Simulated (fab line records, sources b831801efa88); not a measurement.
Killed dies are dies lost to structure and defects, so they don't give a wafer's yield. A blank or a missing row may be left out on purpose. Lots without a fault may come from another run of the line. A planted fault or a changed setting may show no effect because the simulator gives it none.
Problem report in the 8D (eight disciplines) form, filled by code | flow sfq_line | the parts of the form that need people (team, actions taken, sign-off) are left out

1. THE PROBLEM
JJ_NB_RS at SFQ_JJ_RS_MEAS_929 reads a mean of 1.701 ohm/sq on 3 wafers of 2 lots; wafers without a fault read 1.044 ohm/sq with a standard deviation of 0.013. That is +51 standard deviations from the usual mean.
The step: measures by four-point-probe.
First seen on wafer L843.1, day 55 04:11, on film_metro-02. The record holds 41 wafers of 14 lots with a number at this step. Rule for "out", or "out of limits": more than 4 standard deviations from the usual mean. The other wafers with a number count as sound.

2. WHAT IT IS AND WHAT IT IS NOT
question                    | is                     | is not
which readings at this step | JJ_NB_RS               | -
which lots                  | L843, L844             | L827, L828, L829, L830, L831, L832, L833, L834, L835, L837, L838, L849
which wafers of those lots  | L843.1, L843.6, L844.6 | L843.2, L844.5
read on which gauges        | film_metro-02          | film_metro-01, film_metro-04
when                        | from day 55 04:11      | up to then (34 sound wafers); but 4 sound wafers of L844, L849 came after

3. SUSPECTS, AND WHAT RULES EACH OUT
Counting: a tool at a process step up to the reading stays a suspect if it ran every lot that is out. Sound lots after the first of them don't rule it out here, since some wafers of a struck lot are sound.
- the gauge at SFQ_JJ_RS_MEAS_929: ruled out. All the wafers that are out were read on film_metro-02, but those of them that SFQ_TRILAYER_JJ_CE_ETCH_RIE_118 has rows for are out there too, on other tools.
- pvd_sputter-04 at SFQ_TRILAYER_JJ_TRILAYER_DEP_SPUTTER_112 (material Nb, target thk 170 nm, time 113.3 s): kept. It ran every lot that is out, first L843 (day 55 04:06); its last sound lot up to then is L838 (day 54 20:42).
Left after counting: pvd_sputter-04 at SFQ_TRILAYER_JJ_TRILAYER_DEP_SPUTTER_112.

4. THE CAUSE (what the simulator had put in)
Process parameter drift: pvd_sputter-04, from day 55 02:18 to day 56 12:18, at SFQ_TRILAYER_JJ_TRILAYER_DEP_SPUTTER_112. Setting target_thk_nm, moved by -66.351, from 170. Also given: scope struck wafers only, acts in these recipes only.
Counting left only this tool.

5. THE CHAIN OF EFFECTS, in route order
Each row: a reading whose mean over the struck wafers that have a number lies more than 3 standard deviations from the usual. Only readings for which the record gives a usual standard deviation are gone through. hours: the time from each lot's start at the first step in this table that gives one to its start at this step, as a median over the lots. sigmas: the change in usual standard deviations.
hours | step                            | reading        | usual        | on struck wafers | change | sigmas
0     | SFQ_JJ_RS_MEAS_929              | JJ_NB_RS       | 1.044 ohm/sq | 1.701            | +0.657 | +51
102   | SFQ_TRILAYER_JJ_CE_ETCH_RIE_118 | oes_product_au | 0.992 a.u.   | 0.771            | -0.221 | -25
The process steps in it:
- SFQ_TRILAYER_JJ_CE_ETCH_RIE_118: chemistry SF6, target Nb, stops on Al2O3, time 97.7 s, target depth 170 nm.
Later measuring or inspecting steps at which every struck wafer that the step has a row for has a number for every such reading, and none has moved that far: SFQ_M8_THK_MEAS_950.

6. WHAT WOULD HAVE CAUGHT IT SOONER
In this record the first reading out of limits at a measuring or inspecting step was taken at day 55 04:11, 2 hours after the fault began at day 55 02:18.
Of the tool readings at SFQ_TRILAYER_JJ_TRILAYER_DEP_SPUTTER_112 for which the record gives a usual standard deviation, none was out on any struck wafer, so an alarm limit of 4 standard deviations on them would not have fired.
Of the lots that are out (2), L844 began SFQ_TRILAYER_JJ_TRILAYER_DEP_SPUTTER_112 on pvd_sputter-04 after day 55 04:11. A hold on the tool at that time would have spared it.
